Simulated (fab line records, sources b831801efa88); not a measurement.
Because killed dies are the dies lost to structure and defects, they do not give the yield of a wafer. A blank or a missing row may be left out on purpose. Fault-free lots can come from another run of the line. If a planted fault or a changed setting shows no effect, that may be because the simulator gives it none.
Split-lot experiment ; flow sky130 ; 23 wafers read across 5 lots, on a route 708 steps long

ABOUT THE SPLIT
At SKY_LI_CONTACT_COAT_07 (resist thk 450 nm), the setting resist-thk-nm was moved away from the recipe's 450 nm on 8 of the 23 wafers read, by -2.0% to +5.9%. The other wafers ran this setting at the recipe's value.

FROM THE SPLIT TO THE READING: what the file shows between them, 3 steps
- SKY_LI_CONTACT_SOFTBAKE_08: time 90 s
- SKY_LI_CONTACT_EXPOSE_09: exposes mask LICM1, target cd 170 nm
- SKY_LI_CONTACT_ETCH_14: etches BARC in N2/H2, stops on SiO2, time 45.9 s, target depth 60 nm

THE READING
KrF-thick_of_LI_CONTACT_COAT_07.thk-nm (the simulator's own value, which no gauge read), in nm, at SKY_LI_CONTACT_ETCH_15 (etches PSG in C4F8/O2/Ar, stops on Si, target depth 600 nm). The file gives no usual value for it. Average 229.2 nm, standard deviation 4.6 nm, over the 15 wafers here run with the recipe.

wafer;tool, chamber at the split;resist-thk-nm as run, nm;against the recipe;KrF-thick_of_LI_CONTACT_COAT_07.thk-nm, nm;against lot-mates on the recipe
L074.1;litho-track-02, 0;475.1;+5.6%;254.2;+22.6
L074.2;litho-track-02, 0;450;recipe;236.4;-
L074.3;litho-track-02, 0;450;recipe;231.9;-
L074.4;litho-track-02, 0;450;recipe;226.5;-
L074.5;litho-track-02, 0;475.1;+5.6%;253;+21.4
L076.1;litho-track-04, 0;450;recipe;225.2;-
L076.2;litho-track-04, 0;450;recipe;230;-
L076.3;litho-track-04, 0;450;recipe;220.3;-
L076.5;litho-track-04, 0;450;recipe;231.5;-
L076.6;litho-track-04, 0;450;recipe;219.9;-
L081.1;litho-track-01, 0;440.9;-2.0%;219.6;-13.5
L081.2;litho-track-01, 0;440.9;-2.0%;224.4;-8.7
L081.3;litho-track-01, 0;450;recipe;232.6;-
L081.5;litho-track-01, 0;440.9;-2.0%;228.8;-4.3
L081.6;litho-track-01, 0;450;recipe;233.6;-
L083.2;litho-track-02, 0;476.4;+5.9%;256;+26.5
L083.3;litho-track-02, 0;450;recipe;230.2;-
L083.4;litho-track-02, 0;476.4;+5.9%;263;+33.5
L083.5;litho-track-02, 0;476.4;+5.9%;257.2;+27.7
L083.6;litho-track-02, 0;450;recipe;228.8;-
L084.1;litho-track-04, 0;450;recipe;226.8;-
L084.2;litho-track-04, 0;450;recipe;232.1;-
L084.5;litho-track-04, 0;450;recipe;232.6;-

THE FIT
A straight line over all 23 wafers: KrF-thick_of_LI_CONTACT_COAT_07.thk-nm changes by +4.51 nm for each +1% of resist-thk-nm; r = +0.94; the points scatter about the line by 4.6 nm.
The same after taking each lot's own level away (the mean of its wafers on the recipe; 23 wafers): +4.57 nm for each +1%; r = +0.96; scatter 3.8 nm.
On that fit, the largest move of resist-thk-nm shifts the reading by 27 nm.
The span of the lots' own levels, 225.38 to 233.10 nm, comes to 1.7 times the standard deviation stated above.
Hence the lot-to-lot level has little effect on the slope; both slopes agree.
Check: with one of the wafers moved furthest among these (+5.9%) left out of the fit, the line predicts +27 nm for it against its lot-mates. It came out at +26.5 nm against them.

FURTHER SPLITS ON THESE WAFERS
Note: prior to the reading, these wafers also went through further splits. Each is held against what the fit with the lots' levels taken away leaves over:
other split on the same wafers;wafers away from the commonest value;r with KrF-thick_of_LI_CONTACT_COAT_07.thk-nm (lot level and that fit taken away)
SKY_POLY_CUT_COAT_03 spin-rpm;12;-0.04
SKY_SD_P_DEVELOP_06 develop-time-s;5;+0.22
SKY_SD_N_IMPLANT_09 energy-kev;12;-0.12
SKY_SD_N_STRIP_11 o2-flow-sccm;7;+0.01
SKY_LI_CONTACT_HDPCVD_00 sih4-flow-sccm;11;-0.01

THE WHOLE CHAIN: every reading that the file lists as answering this split, in the file's order
step;what it does;reading;change (the file's fit);r (the file's)
SKY_LI_CONTACT_COAT_07;resist thk 450 nm;KrF-thick_of_LI_CONTACT_COAT_07.thk-nm (the simulator's own value, which no gauge read);+4.6 nm for each +1% of the setting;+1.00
SKY_LI_CONTACT_ETCH_15;etches PSG in C4F8/O2/Ar, stops on Si, target depth 600 nm;KrF-thick_of_LI_CONTACT_COAT_07.thk-nm (the simulator's own value, which no gauge read);+4.48 nm for each +1% of the setting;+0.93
SKY_LI_CONTACT_STRIP_16;strips in O2/N2;strip-time-to-endpoint-s;withheld for each +1% of the setting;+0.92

FILE'S OWN FIT
KrF-thick_of_LI_CONTACT_COAT_07.thk-nm changes by +4.48 nm for each +1% of resist-thk-nm, r = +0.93.
